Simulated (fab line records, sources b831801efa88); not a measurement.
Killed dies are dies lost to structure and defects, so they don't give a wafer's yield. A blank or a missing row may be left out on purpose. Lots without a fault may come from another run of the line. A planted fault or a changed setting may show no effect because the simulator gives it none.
A struck lot beside a sound one | flow sfq_line | 34 steps out of a route of 325
Sound: wafers L163.1, L163.2, L163.5. Struck: wafers L156.1, L156.2, L156.3. The cause comes at the end.
At each step with rows: each side's tool, then ch and its chambers, then its first start. Under that, the readings that differ: sound wafers | struck wafers | difference of the means | sigmas: that difference in standard deviations of wafers without a fault.
alike: readings whose means differ by less than 2 such deviations, and words and numbers that are the same on both sides. not compared: withheld readings, readings that some wafer has no value for, bounds like >300 that may hide the same value, and numbers for which the record gives no deviation and whose values overlap.
The two part at a step that has a row with sigmas, a row that says differs or no value, or rows on one side only. Numbers that don't overlap but have no deviation are shown without sigmas and don't part them. A reading that every wafer of one side lacks parts them only if that side has two wafers or more.

first, 6 steps without rows for these wafers: SFQ_TRILAYER_M3_LITHO_COAT_080 (resist thk 62 nm); SFQ_TRILAYER_M3_LITHO_COAT_075 (resist thk 600 nm); SFQ_TRILAYER_M3_LITHO_SOFTBAKE_079; SFQ_TRILAYER_M3_LITHO_EXPOSE_076 (exposes mask M3, target cd 500 nm); SFQ_TRILAYER_M3_LITHO_PEB_078 (peb time 60 s); SFQ_TRILAYER_M3_LITHO_DEVELOP_077 (time 60 s).
SFQ_M3_OVL_MEAS_921:
  sound on overlay-02, day 35 00:24; struck on overlay-02, day 32 14:15
  alike: M3_OVL
SFQ_TRILAYER_M3_BARC_OPEN_METAL_ETCH_100: etches BARC in O2, target depth 125 nm, time 41.7 s.
  sound on rie_metal-04 ch 0,1, day 35 00:26; struck on rie_metal-02 ch 0,1, day 32 14:17
  alike: drypump_motor_current_A, oes_product_au
  not compared: rf_hours_counter_h
SFQ_TRILAYER_M3_ETCH_METAL_ETCH_078: etches Nb in Cl2/Ar, stops on SiO2, target depth 240 nm, time 120 s.
  sound on rie_metal-04 ch 0,1, day 35 00:30; struck on rie_metal-02 ch 0,1, day 32 14:21
  alike: drypump_motor_current_A, oes_product_au
  not compared: rf_hours_counter_h
SFQ_TRILAYER_M3_STRIP_STRIP_079: strips in O2.
  sound on rie_metal-04 ch 0,1, day 35 00:37; struck on rie_metal-02 ch 0,1, day 32 14:28
  alike: drypump_motor_current_A, oes_product_au
  not compared: rf_hours_counter_h
then, 1 step without rows for these wafers: SFQ_TRILAYER_M3_STRIP_SOLV_CLEAN_080 (cleans in NMP, time 600 s).
SFQ_TRILAYER_I3_DEP_PECVD_081: deposits SiO2 from SiH4/N2O, time 111.11 s, target thk 500 nm.
  sound on pecvd-01 ch 1,2, day 35 01:24; struck on pecvd-01 ch 0,1,2, day 32 15:15
  no value came back on the struck wafers for chamber_pressure_Torr (Torr), heater_power_outer_w (W), heater_power_w (W), throttle_valve_pct (%); on the sound wafers chamber_pressure_Torr (Torr) reads 2.402 2.406 2.399
then, 1 step without rows for these wafers: SFQ_TRILAYER_I3_CMP_CMP_082 (polishes SiO2).
SFQ_I3_BOW_MEAS_922:
  sound on film_metro-02, day 36 04:28; struck on film_metro-04, day 33 16:28
  alike: I3_BOW
SFQ_TRILAYER_I3_METRO_MEASURE_083:
  sound on film_metro-02, day 36 04:35; struck on film_metro-04, day 33 16:35
then, 6 steps without rows for these wafers: SFQ_TRILAYER_I3_VIA_LITHO_COAT_090 (resist thk 62 nm); SFQ_TRILAYER_I3_VIA_LITHO_COAT_085 (resist thk 650 nm); SFQ_TRILAYER_I3_VIA_LITHO_SOFTBAKE_089; SFQ_TRILAYER_I3_VIA_LITHO_EXPOSE_086 (exposes mask I3, target cd 500 nm); SFQ_TRILAYER_I3_VIA_LITHO_PEB_088 (peb time 60 s); SFQ_TRILAYER_I3_VIA_LITHO_DEVELOP_087 (time 60 s).
-- the record jumps here: 2 days lie between the struck wafers' starts before and after --
SFQ_I3_OVL_MEAS_923:
  sound on overlay-02, day 40 07:22; struck on overlay-02, day 36 04:00
  reading     | sound    | struck  | difference | sigmas
  I3_OVL (nm) | 13 10 11 | -1 -3 5 | -11        | -2
then, 1 step without rows for these wafers: SFQ_TRILAYER_I3_VIA_BARC_OPEN_VIA_ETCH_121 (etches BARC in O2, target depth 125 nm, time 41.7 s).
SFQ_TRILAYER_I3_VIA_ETCH_VIA_ETCH_088: etches SiO2 in CHF3, stops on Nb, target depth 260 nm.
  sound on rie_diel-03 ch 1,2,3, day 40 07:26; struck on rie_diel-02 ch 1,2,3, day 36 04:05
  reading                        | sound             | struck               | difference | sigmas
  oes_product_au (a.u.)          | 0.855 0.854 0.866 | 0.375 0.376 0.377    | -0.482     | -91
  model.I3.feature_depth_nm (nm) | 200.9 199.8 200.2 | 0.2985 0.2992 0.3023 | -200.0000  |
  model.etch.depth_nm (nm)       | 200.6 199.5 199.9 | 0 0 0                | -200       |
  alike: drypump_motor_current_A
SFQ_TRILAYER_I3_VIA_STRIP_STRIP_089: strips in O2.
  sound on rie_metal-03 ch 0,1, day 40 07:33; struck on rie_metal-03 ch 0,1, day 36 04:11
  alike: drypump_motor_current_A, oes_product_au
  not compared: rf_hours_counter_h
then, 2 steps without rows for these wafers: SFQ_TRILAYER_I3_VIA_STRIP_SOLV_CLEAN_090 (cleans in NMP, time 600 s); SFQ_TRILAYER_M4_DEP_PRE_CLEAN_092 (time 22.5 s).
SFQ_TRILAYER_M4_DEP_SPUTTER_091: material Nb, target thk 200 nm, time 133.3 s.
  sound on pvd_sputter-05, day 40 08:21; struck on pvd_sputter-06, day 36 04:59
  alike: base_pressure_pa, throttle_valve_pct
SFQ_M4_RS_MEAS_924: measures by four-point-probe.
  sound on film_metro-04, day 40 08:27; struck on film_metro-03, day 36 05:05
  alike: M4_NB_RS
then, 3 steps without rows for these wafers: SFQ_TRILAYER_M4_LITHO_COAT_098 (resist thk 62 nm); SFQ_TRILAYER_M4_LITHO_COAT_093 (resist thk 600 nm); SFQ_TRILAYER_M4_LITHO_SOFTBAKE_097.
-- the record jumps here: 4 days lie between the struck wafers' starts before and after --
SFQ_TRILAYER_M4_LITHO_EXPOSE_094: exposes mask M4, target cd 500 nm.
  sound on krf_scanner-01 ch 0, day 45 12:38; struck on krf_scanner-01, day 40 04:40
  no value came back on the struck wafers for any of 5 readings (exposure_dose_mJ_cm2, focus_offset_nm (nm) and others); on the sound wafers exposure_dose_mJ_cm2 reads 14.382 14.394 14.378
  alike: mask
then, 1 step without rows for these wafers: SFQ_TRILAYER_M4_LITHO_PEB_096 (peb time 60 s).

WHERE THEY PART
First at SFQ_TRILAYER_I3_DEP_PECVD_081; last, within this record, at SFQ_TRILAYER_M4_LITHO_EXPOSE_094.

WHY: what the simulator had put in
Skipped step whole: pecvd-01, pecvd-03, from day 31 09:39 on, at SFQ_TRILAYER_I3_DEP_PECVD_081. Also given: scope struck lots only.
